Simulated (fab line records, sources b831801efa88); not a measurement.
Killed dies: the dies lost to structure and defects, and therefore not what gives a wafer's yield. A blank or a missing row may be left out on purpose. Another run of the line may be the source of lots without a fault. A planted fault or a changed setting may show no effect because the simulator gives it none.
Code-filled problem report in 8D (eight disciplines) form    flow gf180mcu    the parts of the form that need people (team, actions taken, sign-off) are left out

## 1. WHAT WENT WRONG
Mean of bias w at GF_M2_METAL_ETCH_16: 147.9 W across 3 wafers in 2 lots; on wafers with no fault it is 139.9 W (standard deviation 0.45). Measured from the usual mean, that is +18 standard deviations.
The step: etches the open film in Cl2/BCl3, stops on SiO2, target depth 627.5 nm, time 104.6 s.
First observed at day 25 13:25: wafer L499.2, on rie metal-03. Wafers with a number at this step in the record: 36, from 12 lots. Rule for "out", or "out of limits": more than 4 standard deviations from the usual mean. The rest of the wafers with a number are treated as sound.

## 2. WHAT IT IS; WHAT IT IS NOT
question                     is                      is not
which readings at this step  bias w                  drypump motor current A, oes product au, rf fwd power W, throttle valve pct
which lots                   L499, L500              L482, L483, L484, L485, L486, L487, L491, L496, L503, L504
which wafers of those lots   L499.2, L499.3, L500.1  L499.4, L500.2, L500.3
read on which tools          rie metal-03            rie metal-01, rie metal-04
when                         from day 25 13:25       up to then (25 sound wafers); but 8 sound wafers of L500, L503, L504 came after

## 3. SUSPECTS, AND WHAT RULES EACH OUT
Counting: a tool at a process step up to the reading stays a suspect if it ran every lot that is out. Sound lots after the first of them don't rule it out here, since some wafers of a struck lot are sound.
- rie metal-03 at GF_M2_METAL_ETCH_16 (etches the open film in Cl2/BCl3, stops on SiO2, target depth 627.5 nm, time 104.6 s): kept. Ran every lot that is out, first one L499 (day 25 13:25); last sound lot up to then L496 (day 24 04:16). On those wafers its own readings are out: bias w.
- Within rie metal-03 at GF_M2_METAL_ETCH_16: the wafers that are out ran in chamber 0; their sound lot-mates ran in chamber 1.
Remaining after the count: rie metal-03 at GF_M2_METAL_ETCH_16.

## 4. THE CAUSE (what the simulator had put in)
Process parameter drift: rie metal-03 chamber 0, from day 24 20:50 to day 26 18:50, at GF_M2_METAL_ETCH_16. Setting bias w shifted by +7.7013 from 140. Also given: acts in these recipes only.
This tool alone remained once counting was done.

## 5. THE EFFECT CHAIN, in route order
Rows list readings where the struck wafers' mean (over those with a number) sits beyond 3 standard deviations from the usual. Readings are gone through only where the record gives a usual standard deviation; hours: the median, over the lots, of the time from a lot's start at the first step in this table giving one to that lot's start at this step; sigmas: the change measured in usual standard deviations.
hours  step                 reading  usual    on struck wafers  change  sigmas
0      GF_M2_METAL_ETCH_16  bias w   139.9 W  147.9             +8.0    +18
It contains these process steps:
- GF_M2_METAL_ETCH_16: etches the open film in Cl2/BCl3, stops on SiO2, target depth 627.5 nm, time 104.6 s.
At these later measuring or inspecting steps, every struck wafer for which the step has a row has a number for every such reading, and none has moved that far: GF_V2_BOW_MEAS_05.

## 6. WHAT WOULD HAVE CAUGHT IT SOONER
The fault began at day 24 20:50; the first out-of-limits reading in this record came at day 25 13:25, 17 hours later.
